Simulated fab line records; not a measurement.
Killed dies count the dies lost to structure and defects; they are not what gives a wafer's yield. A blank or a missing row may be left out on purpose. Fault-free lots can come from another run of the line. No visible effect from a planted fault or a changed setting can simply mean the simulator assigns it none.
fab line records    flow sky130
record: lots: 12  wafers: 36  lastDay: 50
route steps=708 shown SONOS_ONO@185 RES_PROTECT@215 POLY_GATE@229 LDD_N@241
lots that met no fault: taken from a fault-free run of the same line
startH: start of the lot's first displayed wafer, in hours after the record's first day    waitH: hours since the lot's step before    " identical to the entry in the row above    L1.1+2: one row covering several wafers at once    - no value, or no start given    * or withheld: withheld    < > ~ a bound
route shown NAME@n: a module of which the file shows steps, and the number in the route of the first    usual: average and standard deviation across the fault-free wafers    same: alike in all rows    chamber/n: place in a boat    sites: per-site readings    _std_site: the standard deviation of these    _edge_site: inner sites' mean taken away from outer sites' mean    radiusMm: how far each site lies from the wafer's centre    mask NAME#n: copy n    behind: the tool/chamber that last shaped the wafer    hold: why the lot went on hold/how many hours it stayed there/how the hold came to an end    device: the n, p or np transistor that did not switch    end of line: at the end of the route, the tests of the same wafers    a step with no rows: only its recipe    killed: dies that structure and defects cost at the first sort, which is not the same as the wafer's yield    map: a wafer's dies, marking killed ones x, the rest . and places with no die _
set.NAME: the setting that was run; set.NAME@STEP: the one run at that earlier step    model.NAME: the simulator's own value behind a step, which no gauge read
the route's steps for a sample of lots (tables are steps, rows are wafers)
services: the hour from which a tool's chamber was out of use, counted from the record's first day as startH (under 0 if before that day), plus the number of hours and why
== steps ==
step: SKY_SONOS_ONO_STRIP_17
recipe: chemistry: O2/N2  powerW: 1400  pressureMtorr: 1500  platenTempC: withheld  o2FlowSccm: 3000  n2FlowSccm: 300  overashFraction: 0.5
usual: drypumpMotorCurrentA: 5.7/0.45  n2FlowSccm: 300.1/0.96  oesProductAu: 0.710/0.005  stripTimeToEndpointS: 14.10/0.043
lot.wafer  tool            chamber  startH  waitH  drypumpMotorCurrentA  n2FlowSccm  oesProductAu  rfHoursCounterH  stripTimeToEndpointS
L862.2     plasmaAsher-02  0        297.56  0.0    5.6                   300.7       0.713         62               14.09
L862.4     "               1        "       "      6.4                   300.8       0.710         -                14.12
L862.6     "               0        "       "      5.6                   300.8       0.710         -                14.12
L865.2     plasmaAsher-02  1        317.22  0.0    6.4                   299.7       0.710         64               14.05
L865.3     "               1        "       "      6.4                   300.3       0.705         -                14.06
L865.5     "               0        "       "      5.6                   301.9       0.710         -                14.07
L866.1     plasmaAsher-01  1        323.76  0.0    5.9                   301.7       0.720         67               14.12
L866.4     "               0        "       "      6.2                   299.7       0.712         -                14.15
L866.5     "               1        "       "      5.9                   300.3       0.711         -                14.14
L867.1     plasmaAsher-01  1        334.92  0.0    5.9                   299.4       0.712         68               14.11
L867.5     "               0        "       "      6.1                   300.9       0.708         -                14.13
L867.6     "               1        "       "      5.9                   298.9       0.717         -                14.09
L869.1     plasmaAsher-01  0        349.12  0.0    6.1                   300.8       0.709         69               14.16
L869.3     "               1        "       "      5.9                   300.1       0.713         -                14.14
L869.5     "               1        "       "      5.9                   300.7       0.710         -                14.15
L873.1     plasmaAsher-03  0        384.85  0.0    5.3                   301.1       0.710         53               14.02
L873.2     "               1        "       "      5.2                   300.3       0.707         53               14.07
L873.3     "               1        "       "      5.2                   299.8       0.709         -                14.06
L874.1     plasmaAsher-02  1        391.44  0.0    6.4                   302.1       0.716         71               14.15
L874.4     "               0        "       "      5.6                   301.9       0.704         -                14.10
L874.6     "               0        "       "      5.6                   302.5       0.707         -                14.11
L875.1     plasmaAsher-02  1        394.91  0.0    6.4                   300.8       0.712         72               14.12
L875.2     "               0        "       "      5.6                   298.8       0.715         72               14.12
L875.4     "               1        "       "      6.4                   300.0       0.716         -                14.13
L876.1     plasmaAsher-02  0        403.96  0.0    5.6                   300.6       0.705         72               14.06
L876.2     "               1        "       "      6.4                   299.5       0.711         72               14.09
L876.5     "               1        "       "      6.4                   298.9       0.710         -                14.08
L877.1     plasmaAsher-02  0        416.12  0.0    5.6                   300.1       0.707         74               14.06
L877.2     "               1        "       "      6.4                   301.3       0.709         74               14.07
L877.3     "               0        "       "      5.6                   300.3       0.714         -                14.08
L880.2     plasmaAsher-03  0        438.75  0.0    5.3                   299.4       0.708         58               14.13
L880.3     "               1        "       "      5.2                   301.4       0.705         -                14.11
L880.4     "               0        "       "      5.3                   300.0       0.711         -                14.15
L881.1     plasmaAsher-03  1        448.87  0.0    5.2                   299.3       0.711         60               14.06
L881.3     "               0        "       "      5.3                   299.2       0.710         -                14.08
L881.4     "               1        "       "      5.2                   299.1       0.710         -                14.06
step: SKY_RES_PROTECT_TW_MEAS_08
usual: POLY_GATE_TW: 4070/33
lot.wafer  tool          chamber  startH  waitH  POLY_GATE_TW
L862.2     filmMetro-03  -        355.46  0.1    4151
L862.4     "             -        "       "      4140
L862.6     "             -        "       "      4109
L865.2     filmMetro-04  -        377.29  0.1    4044
L865.3     "             -        "       "      4035
L865.5     "             -        "       "      4023
L866.1     filmMetro-04  -        386.74  0.1    4086
L866.4     "             -        "       "      4079
L866.5     "             -        "       "      4073
L867.1     filmMetro-02  -        408.35  0.1    4042
L867.5     "             -        "       "      4018
L867.6     "             -        "       "      4035
L869.1     filmMetro-04  -        411.18  0.1    4074
L869.3     "             -        "       "      4077
L869.5     "             -        "       "      4086
L873.1     filmMetro-04  -        453.85  0.1    4080
L873.2     "             -        "       "      4077
L873.3     "             -        "       "      4095
L874.1     filmMetro-03  -        459.68  0.1    4097
L874.4     "             -        "       "      4080
L874.6     "             -        "       "      4116
L875.1     filmMetro-04  -        463.83  0.1    4075
L875.2     "             -        "       "      4073
L875.4     "             -        "       "      4064
L876.1     filmMetro-04  -        472.03  0.1    4068
L876.2     "             -        "       "      4056
L876.5     "             -        "       "      4071
L877.1     filmMetro-03  -        484.43  0.1    4093
L877.2     "             -        "       "      4098
L877.3     "             -        "       "      4101
L880.2     filmMetro-02  -        506.35  0.1    4042
L880.3     "             -        "       "      4065
L880.4     "             -        "       "      4048
L881.1     filmMetro-02  -        514.83  0.1    4053
L881.3     "             -        "       "      4046
L881.4     "             -        "       "      4037
step: SKY_POLY_GATE_ETCH_15
recipe: chemistry: N2/H2  target: BARC  ionEnergyEv: 200  sourceW: 500  biasW: 100  pressureMtorr: 30  n2FlowSccm: 100  h2FlowSccm: 200  stopOn: SiO2  timeS: 118.5  targetDepthA: 1100
usual: biasW: 100.0/0.31  drypumpMotorCurrentA: 5.6/0.5  n2FlowSccm: 100.0/0.31  oesProductAu: 0.717/0.0046  throttleValvePct: 13.212/0.0083
lot.wafer  tool        chamber  startH  waitH  biasW  drypumpMotorCurrentA  n2FlowSccm  oesProductAu  rfHoursCounterH  throttleValvePct
L862.2     rieDiel-02  2        385.05  0.0    100.7  6.4                   99.6        0.721         0                13.216
L862.4     "           0        "       "      100.6  5.6                   100.2       0.714         33               13.215
L862.6     "           1        "       "      100.2  5.6                   99.9        0.716         -                13.229
L865.2     rieDiel-02  1        409.45  0.0    99.5   5.6                   100.2       0.722         24               13.208
L865.3     "           1        "       "      99.7   5.6                   99.9        0.718         -                13.219
L865.5     "           2        "       "      100.2  6.5                   100.1       0.712         -                13.212
L866.1     rieDiel-04  1        417.69  0.0    100.2  5.1                   100.1       0.722         63               13.209
L866.4     "           0        "       "      99.8   4.8                   100.5       0.713         7                13.211
L866.5     "           3        "       "      99.7   5.5                   100.2       0.715         -                13.229
L867.1     rieDiel-03  3        441.55  0.0    100.1  5.7                   99.9        0.717         1                13.215
L867.5     "           1        "       "      100.5  6.3                   100.3       0.715         -                13.217
L867.6     "           2        "       "      99.9   6.0                   100.6       0.714         -                13.219
L869.1     rieDiel-02  3        443.85  0.0    100.1  5.7                   100.3       0.715         0                13.200
L869.3     "           1        "       "      100.0  5.6                   100.3       0.727         -                13.209
L869.5     "           1        "       "      100.4  5.6                   99.7        0.720         -                13.220
L873.1     rieDiel-03  3        486.60  0.0    99.9   5.7                   99.5        0.716         2                13.213
L873.2     "           2        "       "      99.3   6.0                   100.2       0.712         16               13.205
L873.3     "           1        "       "      100.3  6.3                   100.0       0.716         80               13.216
L874.1     rieDiel-02  3        492.34  0.0    100.0  5.7                   99.7        0.718         1                13.204
L874.4     "           2        "       "      99.8   6.5                   100.3       0.709         2                13.210
L874.6     "           2        "       "      99.9   6.5                   100.0       0.717         -                13.204
L875.1     rieDiel-02  1        495.70  0.0    100.0  5.6                   100.4       0.718         26               13.211
L875.2     "           2        "       "      100.2  6.5                   99.9        0.712         2                13.205
L875.4     "           2        "       "      100.5  6.5                   100.0       0.710         -                13.207
L876.1     rieDiel-04  1        505.29  0.0    100.5  5.1                   100.6       0.718         65               13.228
L876.2     "           0        "       "      100.3  4.8                   99.8        0.712         9                13.210
L876.5     "           2        "       "      100.2  5.6                   100.7       0.720         -                13.217
L877.1     rieDiel-04  0        516.99  0.0    100.1  4.8                   100.0       0.713         9                13.195
L877.2     "           2        "       "      99.8   5.6                   100.2       0.718         8                13.213
L877.3     "           3        "       "      99.5   5.5                   100.0       0.717         17               13.216
L880.2     rieDiel-04  1        539.40  0.0    100.1  5.2                   99.3        0.717         66               13.211
L880.3     "           3        "       "      100.2  5.5                   100.4       0.719         17               13.210
L880.4     "           1        "       "      100.1  5.1                   99.7        0.725         -                13.210
L881.1     rieDiel-03  3        548.44  0.0    99.7   5.6                   100.2       0.720         4                13.218
L881.3     "           2        "       "      100.0  6.0                   99.8        0.713         17               13.211
L881.4     "           3        "       "      99.8   5.6                   100.0       0.713         -                13.221
step: SKY_LDD_N_EXPOSE_04
recipe: maskId: NTM  targetCdNm: 840  na: 0.6  sourceShape: conventional  sigmaOuter: 0.6  doseMj: 110
same: na: 0.6
lot.wafer   tool             chamber  startH  waitH  mask
L862.2+4+6  ilineStepper-01  0        403.66  -      NTM#0
L865.2+3+5  ilineStepper-02  0        426.64  -      NTM#0
L866.1+4+5  ilineStepper-02  0        437.25  -      NTM#0
L867.1+5+6  ilineStepper-01  0        459.21  -      NTM#0
L869.1+3+5  ilineStepper-01  0        461.59  -      NTM#0
L873.1+2+3  ilineStepper-02  0        504.20  -      NTM#0
L874.1+4+6  ilineStepper-01  0        510.36  -      NTM#0
L875.1+2+4  ilineStepper-01  0        513.49  -      NTM#0
L876.1+2+5  ilineStepper-01  0        522.35  -      NTM#0
L877.1+2+3  ilineStepper-01  0        534.74  -      NTM#0
L880.2+3+4  ilineStepper-01  0        557.44  -      NTM#0
L881.1+3+4  ilineStepper-01  0        565.69  -      NTM#0
step: SKY_LDD_N_OVL_MEAS_07
usual: LDD_N_OVL: -0.6/1.3
lot.wafer  tool        chamber  startH  waitH  LDD_N_OVL[nm]
L862.2     overlay-02  -        418.10  0.1    0.8
L862.4     "           -        "       "      -0.2
L862.6     "           -        "       "      0.0
L865.2     overlay-01  -        441.75  0.1    -0.7
L865.3     "           -        "       "      -0.9
L865.5     "           -        "       "      -1.8
L866.1     overlay-02  -        453.24  0.1    -0.8
L866.4     "           -        "       "      0.2
L866.5     "           -        "       "      -0.8
L867.1     overlay-01  -        474.35  0.1    1.4
L867.5     "           -        "       "      1.1
L867.6     "           -        "       "      -0.2
L869.1     overlay-01  -        476.60  0.1    -1.6
L869.3     "           -        "       "      -0.8
L869.5     "           -        "       "      -0.2
L873.1     overlay-01  -        519.45  0.1    -0.6
L873.2     "           -        "       "      0.1
L873.3     "           -        "       "      -0.4
L874.1     overlay-01  -        525.95  0.1    -1.1
L874.4     "           -        "       "      -0.7
L874.6     "           -        "       "      -2.4
L875.1     overlay-02  -        528.99  0.1    -0.9
L875.2     "           -        "       "      0.1
L875.4     "           -        "       "      -1.4
L876.1     overlay-01  -        537.99  0.1    -71.7
L876.2     "           -        "       "      -72.1
L876.5     "           -        "       "      -72.5
L877.1     overlay-02  -        549.85  0.1    -70.1
L877.2     "           -        "       "      -72.4
L877.3     "           -        "       "      -72.9
L880.2     overlay-01  -        572.10  0.1    -71.0
L880.3     "           -        "       "      -70.1
L880.4     "           -        "       "      -70.0
L881.1     overlay-01  -        580.30  0.1    -70.8
L881.3     "           -        "       "      -71.4
L881.4     "           -        "       "      -73.1
== services ==
tool             chamber  startH  hours  kind
ilineStepper-01  -        276.45  1.9    repair
rieDiel-03       0        292.50  8.2    repair
rieDiel-04       -        308.57  23.2   repair
ilineStepper-01  -        340.48  1.7    pm
rieDiel-02       2        350.93  2.0    repair
plasmaAsher-03   -        353.51  3.6    repair
rieDiel-04       3        364.72  3.2    repair
rieDiel-04       1        370.24  3.4    repair
rieDiel-02       0        404.60  12.5   repair
rieDiel-02       3        405.23  4.7    repair
rieDiel-04       -        419.37  0.4    repair
ilineStepper-01  -        432.59  12.4   repair
rieDiel-02       2        433.69  13.8   repair
rieDiel-02       0        434.67  14.4   repair
rieDiel-02       3        447.02  7.5    repair
rieDiel-02       3        459.32  4.9    repair
ilineStepper-01  -        483.96  9.6    repair
rieDiel-02       3        494.03  24.1   repair
plasmaAsher-02   -        511.87  14.6   pm
rieDiel-04       0        538.27  6.8    repair
rieDiel-02       1        552.40  5.3    repair
rieDiel-02       -        554.03  0.5    repair
ilineStepper-01  -        558.66  1.7    pm
rieDiel-02       -        561.67  2.8    pm
== key ==
firstSign: step: SKY_LDD_N_OVL_MEAS_07  reading: LDD_N_OVL  direction: down  sigmas: 56  usual: -0.6  struck: -71.5
effect none on later readings
metAt SKY_LDD_N_EXPOSE_04
struckLots L876,L877,L880,L881
testerLeftOut L876,L877,L880,L881
notActingAt SKY_SONOS_ONO_STRIP_17,SKY_RES_PROTECT_TW_MEAS_08,SKY_POLY_GATE_ETCH_15
onsetBetween 513.49 522.35
alsoFits time
fault: kind: scannerMatchingOverlay  tool: ilineStepper-01  chamber: -  onsetH: 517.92  steps: SKY_LDD_N_EXPOSE_04  offset: -71.235
testerLeftOut: of these lots the tester's yield and bins aren't shown, on N5 and GAA mostly nor the transistor test; their killed dies are dies lost to structure and defects alone, not to doping, threshold or leakage, so they don't give the yield
